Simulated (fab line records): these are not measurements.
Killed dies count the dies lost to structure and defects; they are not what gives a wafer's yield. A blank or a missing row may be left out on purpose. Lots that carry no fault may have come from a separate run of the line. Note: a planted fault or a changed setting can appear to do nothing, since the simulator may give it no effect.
Which tool did it? :: flow sky130 :: 12 lots, 36 wafers sampled, at 6 steps of a route of 708

## WHAT EACH GAUGE READ, for each wafer
SKY_LDD_P_OVL_MEAS_08.
lot: L331
measured: day 19 02:49
on: overlay-02
LDD_P_OVL (nm): 2.5 -0.5 0.5

lot: L332
measured: day 19 12:46
on: overlay-02
LDD_P_OVL (nm): 0.1 -0.6 0.5

lot: L333
measured: day 20 01:40
on: overlay-01
LDD_P_OVL (nm): 0.9 0.1 1.2

lot: L335
measured: day 20 13:36
on: overlay-01
LDD_P_OVL (nm): 1.7 2.3 2.7

lot: L337
measured: day 21 16:40
on: overlay-01
LDD_P_OVL (nm): -0.2 -0.3 0.9

lot: L338
measured: day 22 04:25
on: overlay-01
LDD_P_OVL (nm): 0.9 0.2 0.7

lot: L344
measured: day 24 03:08
on: overlay-01
LDD_P_OVL (nm): -0.3 -0.3 -2.5

lot: L346
measured: day 24 23:46
on: overlay-02
LDD_P_OVL (nm): -1.3 -2.1 0.4

lot: L349
measured: day 25 15:28
on: overlay-01
LDD_P_OVL (nm): 1.0 2.3 0.7

lot: L351
measured: day 26 07:09
on: overlay-01
LDD_P_OVL (nm): -1.4 1.1 -0.4

lot: L353
measured: day 27 12:49
on: overlay-02
LDD_P_OVL (nm): -1.2 -2.5 -1.7

lot: L354
measured: day 27 22:34
on: overlay-01
LDD_P_OVL (nm): 0.8 1.7 1.2

SKY_SPACER_THK_MEAS_01.
lot: L331
measured: day 23 01:09
on: film metro-03
SPACER_CVD_00_THK (nm): 43.0 43.0 43.4

lot: L332
measured: day 23 10:58
on: film metro-04
SPACER_CVD_00_THK (nm): 43.1 43.4 43.6

lot: L333
measured: day 24 01:08
on: film metro-04
SPACER_CVD_00_THK (nm): 43.3 43.7 43.4

lot: L335
measured: day 24 12:05
on: film metro-03
SPACER_CVD_00_THK (nm): 43.6 43.6 43.6

lot: L337
measured: day 25 14:02
on: film metro-04
SPACER_CVD_00_THK (nm): 42.5 43.1 43.0

lot: L338
measured: day 26 02:34
on: film metro-04
SPACER_CVD_00_THK (nm): 43.2 43.2 43.3

lot: L344
measured: day 27 21:58
on: film metro-03
SPACER_CVD_00_THK (nm): 43.0 43.1 43.1

lot: L346
measured: day 28 19:08
on: film metro-04
SPACER_CVD_00_THK (nm): 42.6 43.1 42.6

lot: L349
measured: day 29 08:16
on: film metro-01
SPACER_CVD_00_THK (nm): 43.2 43.6 43.4

lot: L351
measured: day 30 02:50
on: film metro-04
SPACER_CVD_00_THK (nm): 42.4 42.8 42.6

lot: L353
measured: day 31 05:31
on: film metro-04
SPACER_CVD_00_THK (nm): 43.0 43.0 43.7

lot: L354
measured: day 31 14:06
on: film metro-04
SPACER_CVD_00_THK (nm): 42.9 42.5 43.0

SKY_SD_N_RS_MEAS_16: the measuring method here is four-point-probe.
lot: L331
measured: day 28 00:26
on: film metro-02
SD_N_RS (ohm/sq): 68.46 68.59 68.52

lot: L332
measured: day 28 09:38
on: film metro-01
SD_N_RS (ohm/sq): 68.24 68.34 68.35

lot: L333
measured: day 28 23:28
on: film metro-01
SD_N_RS (ohm/sq): 68.46 68.59 68.73

lot: L335
measured: day 29 09:13
on: film metro-02
SD_N_RS (ohm/sq): 68.49 68.28 68.56

lot: L337
measured: day 30 10:16
on: film metro-02
SD_N_RS (ohm/sq): 68.25 68.43 68.43

lot: L338
measured: day 30 21:52
on: film metro-02
SD_N_RS (ohm/sq): 68.55 68.41 68.45

lot: L344
measured: day 32 15:59
on: film metro-01
SD_N_RS (ohm/sq): 64.40 64.31 64.62

lot: L346
measured: day 33 10:43
on: film metro-01
SD_N_RS (ohm/sq): 64.58 64.46 64.35

lot: L349
measured: day 33 22:04
on: film metro-02
SD_N_RS (ohm/sq): 68.36 68.40 68.34

lot: L351
measured: day 34 15:40
on: film metro-03
SD_N_RS (ohm/sq): 68.43 68.41 68.36

lot: L353
measured: day 35 17:12
on: film metro-02
SD_N_RS (ohm/sq): 68.39 68.43 68.53

lot: L354
measured: day 36 01:08
on: film metro-01
SD_N_RS (ohm/sq): 68.44 68.54 68.60

SKY_SD_N_RS_MEAS_17: the measuring method here is four-point-probe.
lot: L331
measured: day 28 00:33
on: film metro-02
SD_P_RS (ohm/sq): 146.7 146.7 146.7

lot: L332
measured: day 28 09:45
on: film metro-01
SD_P_RS (ohm/sq): 146.9 147.0 146.8

lot: L333
measured: day 28 23:35
on: film metro-01
SD_P_RS (ohm/sq): 147.5 147.3 147.1

lot: L335
measured: day 29 09:20
on: film metro-02
SD_P_RS (ohm/sq): 147.0 147.1 147.0

lot: L337
measured: day 30 10:23
on: film metro-02
SD_P_RS (ohm/sq): 146.8 146.5 146.4

lot: L338
measured: day 30 21:59
on: film metro-02
SD_P_RS (ohm/sq): 147.1 146.9 146.9

lot: L344
measured: day 32 16:06
on: film metro-01
SD_P_RS (ohm/sq): 127.8 127.2 127.9

lot: L346
measured: day 33 10:50
on: film metro-01
SD_P_RS (ohm/sq): 128.5 127.8 127.8

lot: L349
measured: day 33 22:11
on: film metro-02
SD_P_RS (ohm/sq): 146.6 146.4 147.1

lot: L351
measured: day 34 15:47
on: film metro-03
SD_P_RS (ohm/sq): 147.0 146.6 146.9

lot: L353
measured: day 35 17:19
on: film metro-02
SD_P_RS (ohm/sq): 146.9 146.6 146.4

lot: L354
measured: day 36 01:16
on: film metro-01
SD_P_RS (ohm/sq): 146.6 146.6 147.0

## WHAT TOOL EACH LOT RAN ON (gives the tool, then ch and the chambers of the sampled wafers, and finally the start)
lot: L331
SKY_POLY_CUT_STRIP_12: plasma asher-03 ch 0,1, day 24 07:43
SKY_SD_N_RTA_14: rtp anneal-01 ch 0, day 28 00:16

lot: L332
SKY_POLY_CUT_STRIP_12: plasma asher-03 ch 0, day 24 16:41
SKY_SD_N_RTA_14: rtp anneal-02 ch 0, day 28 09:28

lot: L333
SKY_POLY_CUT_STRIP_12: plasma asher-01 ch 0,1, day 25 07:31
SKY_SD_N_RTA_14: rtp anneal-01 ch 0, day 28 23:17

lot: L335
SKY_POLY_CUT_STRIP_12: plasma asher-02 ch 0,1, day 25 17:55
SKY_SD_N_RTA_14: rtp anneal-01 ch 0, day 29 09:02

lot: L337
SKY_POLY_CUT_STRIP_12: plasma asher-01 ch 0,1, day 26 19:28
SKY_SD_N_RTA_14: rtp anneal-01 ch 0, day 30 10:05

lot: L338
SKY_POLY_CUT_STRIP_12: plasma asher-03 ch 0, day 27 08:05
SKY_SD_N_RTA_14: rtp anneal-02 ch 0, day 30 21:42

lot: L344
SKY_POLY_CUT_STRIP_12: plasma asher-02 ch 0,1, day 29 03:01
SKY_SD_N_RTA_14: rtp anneal-02 ch 0, day 32 15:46

lot: L346
SKY_POLY_CUT_STRIP_12: plasma asher-01 ch 0,1, day 29 23:43
SKY_SD_N_RTA_14: rtp anneal-02 ch 0, day 33 10:29

lot: L349
SKY_POLY_CUT_STRIP_12: plasma asher-03 ch 0,1, day 30 12:40
SKY_SD_N_RTA_14: rtp anneal-01 ch 0, day 33 21:53

lot: L351
SKY_POLY_CUT_STRIP_12: plasma asher-02 ch 0,1, day 31 06:22
SKY_SD_N_RTA_14: rtp anneal-01 ch 0, day 34 15:30

lot: L353
SKY_POLY_CUT_STRIP_12: plasma asher-02 ch 0,1, day 32 09:19
SKY_SD_N_RTA_14: rtp anneal-01 ch 0, day 35 17:01

lot: L354
SKY_POLY_CUT_STRIP_12: plasma asher-02 ch 0,1, day 32 17:10
SKY_SD_N_RTA_14: rtp anneal-02 ch 0, day 36 00:56
- SKY_POLY_CUT_STRIP_12: strips in O2/N2.
- SKY_SD_N_RTA_14: time 2 s.

## AS READ BY THE TOOLS THEMSELVES (means over the sampled wafers that have a number; for cases with no such wafer, the mark the record gives instead)
SKY_POLY_CUT_STRIP_12.
lot: L331
tool: plasma asher-03
drypump motor current A (A): 5.86
n2 flow sccm (sccm): 299.6
oes product au (a.u.): 0.458
strip time to endpoint s (s): 5.397

lot: L332
tool: plasma asher-03
drypump motor current A (A): 5.71
n2 flow sccm (sccm): 300.6
oes product au (a.u.): 0.453
strip time to endpoint s (s): 5.370

lot: L333
tool: plasma asher-01
drypump motor current A (A): 5.70
n2 flow sccm (sccm): 299.6
oes product au (a.u.): 0.455
strip time to endpoint s (s): 5.377

lot: L335
tool: plasma asher-02
drypump motor current A (A): 6.17
n2 flow sccm (sccm): 299.4
oes product au (a.u.): 0.458
strip time to endpoint s (s): 5.388

lot: L337
tool: plasma asher-01
drypump motor current A (A): 5.69
n2 flow sccm (sccm): 299.9
oes product au (a.u.): 0.451
strip time to endpoint s (s): 5.381

lot: L338
tool: plasma asher-03
drypump motor current A (A): 5.71
n2 flow sccm (sccm): 299.9
oes product au (a.u.): 0.453
strip time to endpoint s (s): 5.377

lot: L344
tool: plasma asher-02
drypump motor current A (A): 6.15
n2 flow sccm (sccm): 299.7
oes product au (a.u.): 0.448
strip time to endpoint s (s): 5.363

lot: L346
tool: plasma asher-01
drypump motor current A (A): 5.59
n2 flow sccm (sccm): 300.7
oes product au (a.u.): 0.449
strip time to endpoint s (s): 5.344

lot: L349
tool: plasma asher-03
drypump motor current A (A): 6.01
n2 flow sccm (sccm): 301.0
oes product au (a.u.): 0.452
strip time to endpoint s (s): 5.369

lot: L351
tool: plasma asher-02
drypump motor current A (A): 6.17
n2 flow sccm (sccm): 299.9
oes product au (a.u.): 0.454
strip time to endpoint s (s): 5.339

lot: L353
tool: plasma asher-02
drypump motor current A (A): 6.18
n2 flow sccm (sccm): 300.1
oes product au (a.u.): 0.451
strip time to endpoint s (s): 5.343

lot: L354
tool: plasma asher-02
drypump motor current A (A): 6.14
n2 flow sccm (sccm): 300.0
oes product au (a.u.): 0.450
strip time to endpoint s (s): 5.368

SKY_SD_N_RTA_14.
lot: L331
tool: rtp anneal-01
lamp power pct (%): 15.78
wafer_temp_C_max: 1078.8

lot: L332
tool: rtp anneal-02
lamp power pct (%): 15.83
wafer_temp_C_max: 1077.6

lot: L333
tool: rtp anneal-01
lamp power pct (%): 15.76
wafer_temp_C_max: 1077.4

lot: L335
tool: rtp anneal-01
lamp power pct (%): 15.71
wafer_temp_C_max: 1077.8

lot: L337
tool: rtp anneal-01
lamp power pct (%): 15.67
wafer_temp_C_max: 1078.6

lot: L338
tool: rtp anneal-02
lamp power pct (%): 15.73
wafer_temp_C_max: 1077.3

lot: L344
tool: rtp anneal-02
lamp power pct (%): 16.37
wafer_temp_C_max: 1099.1

lot: L346
tool: rtp anneal-02
lamp power pct (%): 16.39
wafer_temp_C_max: 1100.4

lot: L349
tool: rtp anneal-01
lamp power pct (%): 15.73
wafer_temp_C_max: 1077.2

lot: L351
tool: rtp anneal-01
lamp power pct (%): 15.75
wafer_temp_C_max: 1079.4

lot: L353
tool: rtp anneal-01
lamp power pct (%): 15.70
wafer_temp_C_max: 1078.0

lot: L354
tool: rtp anneal-02
lamp power pct (%): 15.77
wafer_temp_C_max: 1077.5

## THE ANSWER, worked out from the rows above alone
Rule: the lots themselves supply what counts as usual. Put in order of their means at a reading, lots are off if they are a third of the lots or fewer, leave a main group of 4 or more, and stand apart from it by a gap of 3 or more times the standard deviation of the main group's means; of several such gaps the widest counts. Not used: any main group whose means are identical at the precision the tables above print for the reading. A lot without any number at a reading at which 4 lots or more have one is off too. Where the step has rows for the other lots, those lots are counted as sound. Order of review: gauges by route order, followed by the tools' own readings, for which a lot's mean as printed above is used. At the first step where some lot is off, the reading lying furthest off is the one used; lots without a number count as furthest.
Off: at SKY_SD_N_RS_MEAS_16 (SD_N_RS), L344, L346. Main group: mean 68.45 ohm/sq, sd 0.082.
If a tool, at a process step before that reading, ran all the lots that are off and no sound lot after the first of them, it fits. Not tried: the gauges at SKY_SD_N_RS_MEAS_16; whatever is off there is also off at SKY_SD_N_RTA_14, on other tools, and gauge error can't account for it. None of those tried fits.

## WHAT THE SIMULATOR HAD PUT IN
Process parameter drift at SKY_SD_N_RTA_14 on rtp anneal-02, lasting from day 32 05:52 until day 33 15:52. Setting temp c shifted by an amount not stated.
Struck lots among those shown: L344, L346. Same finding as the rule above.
